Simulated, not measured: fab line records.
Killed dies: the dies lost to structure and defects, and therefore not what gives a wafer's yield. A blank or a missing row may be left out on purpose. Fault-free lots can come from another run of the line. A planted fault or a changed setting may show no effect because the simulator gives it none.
Which tool did it? | flow gf180mcu | Sampling: 12 lots, 36 wafers, 4 of 602 route steps

WHAT EACH GAUGE READ, for each wafer
GF_MVSD_TW_MEAS_11.
lot  | measured     | on           | MVSD_TW
L355 | day 4 17:58  | filmMetro-03 | 1590 1597 1592
L356 | day 4 21:46  | filmMetro-03 | 1586 1588 1591
L357 | day 5 05:19  | filmMetro-04 | 1595 1597 1604
L358 | day 5 09:28  | filmMetro-04 | 1600 1601 1602
L361 | day 6 05:52  | filmMetro-03 | 1595 1589 1593
L363 | day 6 16:50  | filmMetro-04 | 1602 1605 1605
L367 | day 7 13:16  | filmMetro-03 | 1745 1758 1770
L368 | day 7 19:41  | filmMetro-04 | 1764 1761 1760
L370 | day 8 06:21  | filmMetro-04 | 1599 1594 1597
L371 | day 8 15:44  | filmMetro-04 | 1605 1597 1605
L374 | day 9 05:07  | filmMetro-03 | 1600 1592 1602
L375 | day 10 02:07 | filmMetro-04 | 1601 1604 1600

GF_VT_IMPLANT_RS_MEAS_46: measures by four-point-probe.
lot  | measured     | on           | MVSD_RS (ohm/sq)
L355 | day 7 22:03  | filmMetro-03 | 456.5 456.9 457.4
L356 | day 8 01:07  | filmMetro-03 | 457.9 459.0 457.5
L357 | day 8 09:43  | filmMetro-03 | 457.0 456.6 456.8
L358 | day 8 16:20  | filmMetro-04 | 455.4 457.1 456.0
L361 | day 9 15:40  | filmMetro-03 | 458.3 457.2 457.5
L363 | day 10 04:58 | filmMetro-03 | 457.7 458.1 458.2
L367 | day 11 05:13 | filmMetro-04 | 387.5 386.9 387.4
L368 | day 11 11:34 | filmMetro-04 | 388.1 386.9 387.3
L370 | day 12 00:19 | filmMetro-04 | 456.8 458.4 456.4
L371 | day 12 09:35 | filmMetro-03 | 457.1 458.1 455.6
L374 | day 13 01:04 | filmMetro-02 | 457.2 457.3 456.6
L375 | day 14 01:25 | filmMetro-04 | 455.3 455.5 455.2

GF_HV_LDD_TW_MEAS_38.
lot  | measured     | on           | HV_LDD_3_TW
L355 | day 12 03:34 | filmMetro-02 | 1411 1428 1423
L356 | day 12 12:00 | filmMetro-03 | 1446 1449 1443
L357 | day 12 11:52 | filmMetro-02 | 1416 1422 1422
L358 | day 12 19:28 | filmMetro-03 | 1446 1442 1449
L361 | day 13 22:49 | filmMetro-03 | 1457 1452 1451
L363 | day 14 14:53 | filmMetro-02 | 1425 1427 1432
L367 | day 15 23:22 | filmMetro-03 | 1428 1437 1432
L368 | day 16 05:31 | filmMetro-04 | 1453 1441 1452
L370 | day 16 16:19 | filmMetro-02 | 1434 1434 1434
L371 | day 17 07:35 | filmMetro-03 | 1439 1442 1433
L374 | day 17 21:43 | filmMetro-02 | 1428 1430 1434
L375 | day 19 03:16 | filmMetro-03 | 1425 1438 1434

TOOL THAT RAN EACH LOT (tool first, then ch and the chambers of the sampled wafers, then the start)
lot  | GF_MVSD_IMPLANT_08
L355 | implanter-01 ch 0, day 4 17:35
L356 | implanter-01 ch 0, day 4 21:23
L357 | implanter-01 ch 0, day 5 04:55
L358 | implanter-02 ch 0, day 5 09:05
L361 | implanter-02 ch 0, day 6 05:29
L363 | implanter-01 ch 0, day 6 16:28
L367 | implanter-01 ch 0, day 7 12:53
L368 | implanter-01 ch 0, day 7 19:20
L370 | implanter-02 ch 0, day 8 05:58
L371 | implanter-02 ch 0, day 8 15:23
L374 | implanter-04 ch 0, day 9 04:44
L375 | implanter-04 ch 0, day 10 01:43
- GF_MVSD_IMPLANT_08

WHAT THE TOOLS THEMSELVES READ (means of the sampled wafers that have a number; where no wafer has one, the mark that the record gives instead)
GF_MVSD_IMPLANT_08.
lot  | tool         | doseIonsCm2 | faradayCurrentUA
L355 | implanter-01 | 1.6014e+13  | 90.3
L356 | implanter-01 | 1.5999e+13  | 89.4
L357 | implanter-01 | 1.6016e+13  | 89.6
L358 | implanter-02 | 1.5993e+13  | 91.4
L361 | implanter-02 | 1.6010e+13  | 90.0
L363 | implanter-01 | 1.5989e+13  | 90.0
L367 | implanter-01 | 2.2520e+13  | 125.3
L368 | implanter-01 | 2.2520e+13  | 128.2
L370 | implanter-02 | 1.5988e+13  | 89.1
L371 | implanter-02 | 1.5996e+13  | 90.2
L374 | implanter-04 | 1.6011e+13  | 89.4
L375 | implanter-04 | 1.6003e+13  | 89.5

THE ANSWER, worked out from the rows above alone
Rule: what is usual is taken from the lots themselves. The widest of any qualifying gaps counts: lots, ordered by their means at a reading, are off when they make up no more than a third of the lots, leave a main group of 4 or more, and stand apart from it by 3 or more times the standard deviation of that group's means. If all means in a main group match to the digits the tables above print for the reading, that group is not used. Also off: a lot with no number at a reading for which 4 or more lots have one. All remaining lots with rows at the step are treated as sound. First the gauges in route order, then the tools' own readings, where a lot's mean is used as printed above. At the first step where some lot is off, the reading lying furthest off is the one used; lots without a number count as furthest.
Off: L367, L368, at GF_MVSD_TW_MEAS_11 (MVSD_TW). Mean 1598 and standard deviation 4.8 in the main group.
A tool fits if, at a process step before that reading, it ran every lot that is off, and no sound lot after the first of them. Not tried: the gauges at GF_MVSD_TW_MEAS_11; whatever is off there is also off at GF_MVSD_IMPLANT_08, on other tools, and gauge error can't account for it. One candidate fits, namely implanter-01 at GF_MVSD_IMPLANT_08. A fault onset in the window from L363 (day 6 16:28, its last sound lot) to L367 (day 7 12:53, its first lot off) fits.
The tool's own readings at GF_MVSD_IMPLANT_08 bear it out: on the lots that are off they differ by more than 5 times the standard deviation of the sound lots' means. doseIonsCm2 reads 2.2520e+13 there against 1.6002e+13 on the sound lots; faradayCurrentUA reads 126.8 there against 89.9 on the sound lots.

WHAT THE SIMULATOR HAD INSERTED
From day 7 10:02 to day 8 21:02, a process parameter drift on implanter-01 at GF_MVSD_IMPLANT_08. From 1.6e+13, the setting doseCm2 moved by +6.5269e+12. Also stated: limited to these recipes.
Lots struck among those shown: L367, L368. The rule above found the same.
